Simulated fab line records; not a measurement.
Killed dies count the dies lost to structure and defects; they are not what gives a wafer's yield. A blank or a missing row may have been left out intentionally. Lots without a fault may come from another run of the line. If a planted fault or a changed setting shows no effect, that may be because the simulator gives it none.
Chamber matching | flow gf180mcu | GF_V4_ETCH_16 on rie-diel-01 has 4 sister chambers
The step etches BARC in N2/H2. 14 wafers are shown with their chamber, then 7 later ones without.

## WAFERS WITH THEIR CHAMBER
wafer  | chamber | oes-product-au (a.u.) | throttle-valve-pct (%) | h2-flow-sccm (sccm)
L317.1 | 2       | 0.861                 | 13.235                 | 200.0
L317.5 | 0       | 0.859                 | 13.217                 | 199.7
L317.6 | 3       | 0.856                 | 13.202                 | 199.5
L318.1 | 0       | 0.863                 | 13.241                 | 199.7
L318.3 | 3       | 0.861                 | 13.202                 | 200.0
L318.4 | 2       | 0.856                 | 13.233                 | 200.0
L325.3 | 1       | 0.854                 | 13.221                 | 201.1
L325.5 | 2       | 0.853                 | 13.221                 | 200.7
L325.6 | 3       | 0.856                 | 13.233                 | 199.8
L326.2 | 1       | 0.852                 | 13.227                 | 201.0
L326.4 | 2       | 0.853                 | 13.226                 | 198.7
L326.6 | 3       | 0.850                 | 13.237                 | 199.4
L329.1 | 1       | 0.849                 | 13.226                 | 199.2
L329.5 | 1       | 0.851                 | 13.224                 | 199.1

SIGNATURES (means of the wafers above)
reading            | chamber 0 | chamber 1 | chamber 2 | chamber 3 | scatter within a chamber
oes-product-au     | 0.86100   | 0.85150   | 0.85575   | 0.85575   | 0.00353
throttle-valve-pct | 13.22900  | 13.22450  | 13.22875  | 13.21850  | 0.0124
h2-flow-sccm       | 199.700   | 200.100   | 199.850   | 199.675   | 0.771
Rule: a wafer's distance from a chamber is the root of the sum, over the readings, of the square of ((its reading less the chamber's mean) divided by the reading's scatter). The wafer belongs to the nearest chamber; if the next one is less than 2 further off, it can't be placed. The scatter: the root of (the sum of the squares of (reading less its chamber's mean) over the shown wafers, divided by (wafers less chambers)).

## WAFERS WITHOUT THEIR CHAMBER
wafer  | oes-product-au (a.u.) | throttle-valve-pct (%) | h2-flow-sccm (sccm)
L329.6 | 0.851                 | 13.227                 | 199.3
L336.1 | 0.846                 | 13.232                 | 200.3
L336.4 | 0.852                 | 13.226                 | 200.1
L336.6 | 0.859                 | 13.228                 | 199.9
L339.4 | 0.858                 | 13.237                 | 200.5
L339.5 | 0.852                 | 13.232                 | 200.2
L339.6 | 0.852                 | 13.238                 | 199.8

## THE CHAMBER EACH PASSED THROUGH
wafer  | from the rows above               | in truth
L329.6 | can't be placed: 1 or 2 or 3 or 0 | 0
L336.1 | can't be placed: 1 or 2 or 3      | 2
L336.4 | can't be placed: 1 or 2 or 3      | 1
L336.6 | can't be placed: 0 or 2 or 3 or 1 | 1
L339.4 | can't be placed: 2 or 0 or 3 or 1 | 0
L339.5 | can't be placed: 1 or 2 or 3      | 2
L339.6 | can't be placed: 1 or 2 or 3 or 0 | 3
Placed correctly: 0 of 7. Cannot be placed on the basis of these rows: 7; the candidates contain the true chamber in 7. Wrongly placed: 0.
